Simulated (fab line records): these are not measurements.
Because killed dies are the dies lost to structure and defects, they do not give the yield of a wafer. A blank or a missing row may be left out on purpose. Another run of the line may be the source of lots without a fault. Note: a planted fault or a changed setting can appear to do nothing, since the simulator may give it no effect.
Matching of chambers + flow sky130 + cmp-02 running SKY_VIA1_CMP_24: 4 sister chambers
The step polishes, stops on SiO2, t overpolish 15 s, target thk 0 nm. 20 wafers are shown with their chamber, then 10 later ones without.

WAFERS, EACH WITH ITS CHAMBER
| wafer  | chamber | motor_current_A (A) | time_to_endpoint_s (s) | head_pressure_psi (psi) |
|--------|---------|---------------------|------------------------|-------------------------|
| L638.1 | 1       | 11.1                | 77                     | 3.503                   |
| L638.3 | 0       | 10.2                | 64                     | 3.491                   |
| L638.4 | 2       | 11.9                | 68                     | 3.494                   |
| L639.1 | 0       | 10.2                | 66                     | 3.513                   |
| L639.2 | 2       | 11.6                | 72                     | 3.501                   |
| L639.5 | 3       | 13.5                | 66                     | 3.508                   |
| L641.1 | 0       | 10.0                | 58                     | 3.496                   |
| L641.4 | 2       | 11.8                | 65                     | 3.492                   |
| L641.6 | 3       | 12.4                | 65                     | 3.510                   |
| L644.3 | 0       | 10.1                | 64                     | 3.500                   |
| L644.4 | 2       | 11.3                | 65                     | 3.519                   |
| L644.6 | 2       | 11.1                | 70                     | 3.495                   |
| L650.2 | 1       | 10.6                | 78                     | 3.500                   |
| L650.4 | 3       | 13.3                | 65                     | 3.500                   |
| L650.5 | 0       | 9.7                 | 67                     | 3.502                   |
| L652.2 | 0       | 10.1                | 59                     | 3.488                   |
| L652.3 | 3       | 13.6                | 68                     | 3.519                   |
| L652.6 | 0       | 10.0                | 62                     | 3.497                   |
| L653.2 | 3       | 13.2                | 59                     | 3.513                   |
| L653.3 | 2       | 11.8                | 66                     | 3.504                   |

SIGNATURES (means of the wafers above)
| reading            | chamber 0 | chamber 1 | chamber 2 | chamber 3 | scatter within a chamber |
|--------------------|-----------|-----------|-----------|-----------|--------------------------|
| motor_current_A    | 10.043    | 10.850    | 11.583    | 13.200    | 0.327                    |
| time_to_endpoint_s | 62.86     | 77.50     | 67.67     | 64.60     | 3.12                     |
| head_pressure_psi  | 3.49814   | 3.50150   | 3.50083   | 3.51000   | 0.00828                  |
Rule: for each reading, subtract the chamber's mean from the wafer's reading, divide by that reading's scatter and square the result; add these up over the readings and take the root, which gives the wafer's distance from the chamber. If the next closest chamber is less than 2 further off than the closest, the wafer can't be placed; otherwise it belongs to the closest. The scatter is the square root of a quotient: the sum, over the shown wafers, of each reading's squared deviation from its chamber's mean, divided by wafers minus chambers.

WAFERS WITHOUT THEIR CHAMBER
| wafer  | motor_current_A (A) | time_to_endpoint_s (s) | head_pressure_psi (psi) |
|--------|---------------------|------------------------|-------------------------|
| L653.4 | 10.6                | 73                     | 3.497                   |
| L655.1 | 9.7                 | 66                     | 3.502                   |
| L655.2 | 10.8                | 74                     | 3.502                   |
| L655.5 | 9.7                 | 66                     | 3.500                   |
| L658.2 | 11.9                | 69                     | 3.500                   |
| L658.3 | 10.0                | 56                     | 3.499                   |
| L658.6 | 13.5                | 63                     | 3.486                   |
| L661.2 | 11.3                | 66                     | 3.506                   |
| L661.3 | 12.4                | 61                     | 3.504                   |
| L661.5 | 13.0                | 58                     | 3.501                   |

THE CHAMBER EACH PASSED THROUGH
| wafer  | from the rows above          | in truth                   |
|--------|------------------------------|----------------------------|
| L653.4 | can't be placed: 1 or 2 or 0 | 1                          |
| L655.1 | 0                            | 0                          |
| L655.2 | 1                            | 1                          |
| L655.5 | 0                            | 0                          |
| L658.2 | 2                            | 2                          |
| L658.3 | 0                            | 0                          |
| L658.6 | 3                            | 3                          |
| L661.2 | 2                            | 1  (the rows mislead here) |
| L661.3 | can't be placed: 3 or 2      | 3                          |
| L661.5 | 3                            | 3                          |
Correct placement for 7 of the 10. These rows do not allow placing 2 (true chamber among the candidates in 2). Number placed wrongly: 1.
